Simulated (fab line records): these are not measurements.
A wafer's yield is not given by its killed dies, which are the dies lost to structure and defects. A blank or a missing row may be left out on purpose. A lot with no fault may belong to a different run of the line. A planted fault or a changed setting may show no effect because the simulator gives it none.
Which tool was responsible? + flow gf180mcu + 14 lots with 42 wafers sampled at 5 steps, on a route of 602 steps

== WHAT THE GAUGES READ, wafer by wafer ==
GF_VT_IMPLANT_TW_MEAS_21. Usual: VT_IMPLANT_2_TW typically reads 1218, with standard deviation 19.
| lot  | measured     | on            | VT_IMPLANT_2_TW | flag |
|------|--------------|---------------|-----------------|------|
| L756 | day 6 05:00  | film_metro-01 | 1193 1191 1195  |      |
| L757 | day 6 11:29  | film_metro-03 | 1241 1244 1240  |      |
| L758 | day 6 19:53  | film_metro-02 | 1206 1199 1207  |      |
| L759 | day 6 22:47  | film_metro-03 | 1235 1237 1239  |      |
| L760 | day 7 05:26  | film_metro-03 | 1240 1236 1226  |      |
| L761 | day 7 19:26  | film_metro-03 | 1230 1239 1237  |      |
| L762 | day 7 20:58  | film_metro-03 | 1243 1233 1232  |      |
| L763 | day 8 03:59  | film_metro-02 | 1204 1209 1214  |      |
| L764 | day 8 10:23  | film_metro-02 | 1206 1205 1207  |      |
| L765 | day 8 14:08  | film_metro-03 | 1236 1241 1238  |      |
| L769 | day 9 14:41  | film_metro-01 | 876 868 868     | OFF  |
| L770 | day 9 23:38  | film_metro-03 | 895 895 890     | OFF  |
| L771 | day 10 05:07 | film_metro-02 | 867 875 870     | OFF  |
| L772 | day 10 13:52 | film_metro-01 | 866 861 860     | OFF  |

GF_CONTACT_THK_MEAS_03. Usual: CONTACT_CVD_02_THK typically reads 858 nm, with standard deviation 11.
| lot  | measured     | on            | CONTACT_CVD_02_THK (nm) | flag |
|------|--------------|---------------|-------------------------|------|
| L756 | day 15 09:09 | film_metro-01 | 855 867 860             |      |
| L757 | day 15 17:04 | film_metro-02 | 860 876 869             |      |
| L758 | day 16 05:58 | film_metro-01 | 840 854 851             |      |
| L759 | day 16 06:22 | film_metro-04 | 863 870 865             |      |
| L760 | day 16 14:55 | film_metro-04 | 854 850 866             |      |
| L761 | day 17 03:51 | film_metro-02 | 839 854 857             |      |
| L762 | day 17 08:51 | film_metro-01 | 857 850 856             |      |
| L763 | day 17 20:17 | film_metro-02 | 853 849 842             |      |
| L764 | day 18 02:17 | film_metro-04 | 868 868 875             |      |
| L765 | day 18 07:33 | film_metro-01 | 850 873 869             |      |
| L769 | day 20 00:13 | film_metro-02 | 845 852 866             |      |
| L770 | day 20 07:28 | film_metro-02 | 851 864 867             |      |
| L771 | day 20 15:29 | film_metro-02 | 838 861 858             |      |
| L772 | day 21 02:02 | film_metro-01 | 846 848 858             |      |

GF_V2_THK_MEAS_01. Usual: V2_CVD_00_THK typically reads 601 nm, with standard deviation 5.7.
| lot  | measured     | on            | V2_CVD_00_THK (nm) | flag |
|------|--------------|---------------|--------------------|------|
| L756 | day 19 13:05 | film_metro-01 | 592 597 600        |      |
| L757 | day 19 20:08 | film_metro-02 | 604 600 593        |      |
| L758 | day 20 09:13 | film_metro-04 | 587 592 593        |      |
| L759 | day 20 10:14 | film_metro-01 | 604 604 605        |      |
| L760 | day 20 19:33 | film_metro-04 | 595 609 607        |      |
| L761 | day 21 09:26 | film_metro-04 | 602 602 603        |      |
| L762 | day 21 14:05 | film_metro-01 | 599 600 600        |      |
| L763 | day 22 01:35 | film_metro-02 | 609 604 603        |      |
| L764 | day 22 08:44 | film_metro-02 | 600 598 605        |      |
| L765 | day 22 12:36 | film_metro-04 | 597 600 594        |      |
| L769 | day 24 07:03 | film_metro-01 | 602 596 597        |      |
| L770 | day 24 11:01 | film_metro-02 | 602 604 599        |      |
| L771 | day 24 17:14 | film_metro-01 | 606 605 598        |      |
| L772 | day 25 06:18 | film_metro-01 | 606 605 599        |      |

== EACH LOT AND THE TOOL THAT RAN IT (in order: tool; ch and the chambers of the sampled wafers; start) ==
| lot  | GF_VT_IMPLANT_IMPLANT_19        | GF_M2_SPUTTER_03             |
|------|---------------------------------|------------------------------|
| L756 | implanter-04 ch 0, day 6 04:47  | pvd_sputter-02, day 18 11:25 |
| L757 | implanter-04 ch 0, day 6 11:16  | pvd_sputter-02, day 18 18:50 |
| L758 | implanter-04 ch 0, day 6 19:38  | pvd_sputter-02, day 19 08:33 |
| L759 | implanter-04 ch 0, day 6 22:34  | pvd_sputter-03, day 19 09:04 |
| L760 | implanter-01 ch 0, day 7 05:12  | pvd_sputter-02, day 19 19:47 |
| L761 | implanter-03 ch 0, day 7 19:13  | pvd_sputter-03, day 20 08:09 |
| L762 | implanter-03 ch 0, day 7 20:43  | pvd_sputter-04, day 20 13:17 |
| L763 | implanter-01 ch 0, day 8 03:44  | pvd_sputter-02, day 21 00:56 |
| L764 | implanter-04 ch 0, day 8 10:09  | pvd_sputter-03, day 21 07:53 |
| L765 | implanter-04 ch 0, day 8 13:53  | pvd_sputter-03, day 21 12:35 |
| L769 | implanter-04 ch 0, day 9 14:26  | pvd_sputter-03, day 23 08:13 |
| L770 | implanter-04 ch 0, day 9 23:25  | pvd_sputter-03, day 23 11:59 |
| L771 | implanter-01 ch 0, day 10 04:52 | pvd_sputter-03, day 23 18:22 |
| L772 | implanter-01 ch 0, day 10 13:37 | pvd_sputter-03, day 24 07:27 |
- GF_VT_IMPLANT_IMPLANT_19
- GF_M2_SPUTTER_03: material Ti, target thk 10 nm, time 6.7 s.

== WHAT THE TOOLS THEMSELVES READ (means of the sampled wafers that have a number; where no wafer has one, the mark that the record gives instead) ==
GF_M2_SPUTTER_03. Usual: 29.2 % for throttle_valve_pct, sd 0.82.
| lot  | tool           | throttle_valve_pct (%) | flag |
|------|----------------|------------------------|------|
| L756 | pvd_sputter-02 | 28.6                   |      |
| L757 | pvd_sputter-02 | 28.5                   |      |
| L758 | pvd_sputter-02 | 29.2                   |      |
| L759 | pvd_sputter-03 | 29.1                   |      |
| L760 | pvd_sputter-02 | 29.3                   |      |
| L761 | pvd_sputter-03 | 28.8                   |      |
| L762 | pvd_sputter-04 | 30.8                   |      |
| L763 | pvd_sputter-02 | 28.8                   |      |
| L764 | pvd_sputter-03 | 29.3                   |      |
| L765 | pvd_sputter-03 | 29.1                   |      |
| L769 | pvd_sputter-03 | 29.1                   |      |
| L770 | pvd_sputter-03 | 29.6                   |      |
| L771 | pvd_sputter-03 | 29.0                   |      |
| L772 | pvd_sputter-03 | 28.7                   |      |

== THE ANSWER, worked out from the rows above alone ==
Rule: a lot is off if the mean of its wafers that have a number lies more than 3 standard deviations from the usual mean. A lot without any number at a reading at which 4 lots or more have one is off too. All remaining lots with rows at the step are treated as sound. After the gauges, taken in route order, come the tools' own readings; for these a lot's mean is taken, as printed above. At the first step where some lot is off, the reading lying furthest off is the one used; lots without a number count as furthest.
Off: L769, L770, L771, L772, seen at GF_VT_IMPLANT_TW_MEAS_21 (VT_IMPLANT_2_TW).
A tool fits if, at a process step before that reading, it ran every lot that is off, and no sound lot after the first of them. Those tools and the gauges at GF_VT_IMPLANT_TW_MEAS_21 are tried in the same way. Not one of the candidates tried fits.

== WHAT WAS PUT IN BY THE SIMULATOR ==
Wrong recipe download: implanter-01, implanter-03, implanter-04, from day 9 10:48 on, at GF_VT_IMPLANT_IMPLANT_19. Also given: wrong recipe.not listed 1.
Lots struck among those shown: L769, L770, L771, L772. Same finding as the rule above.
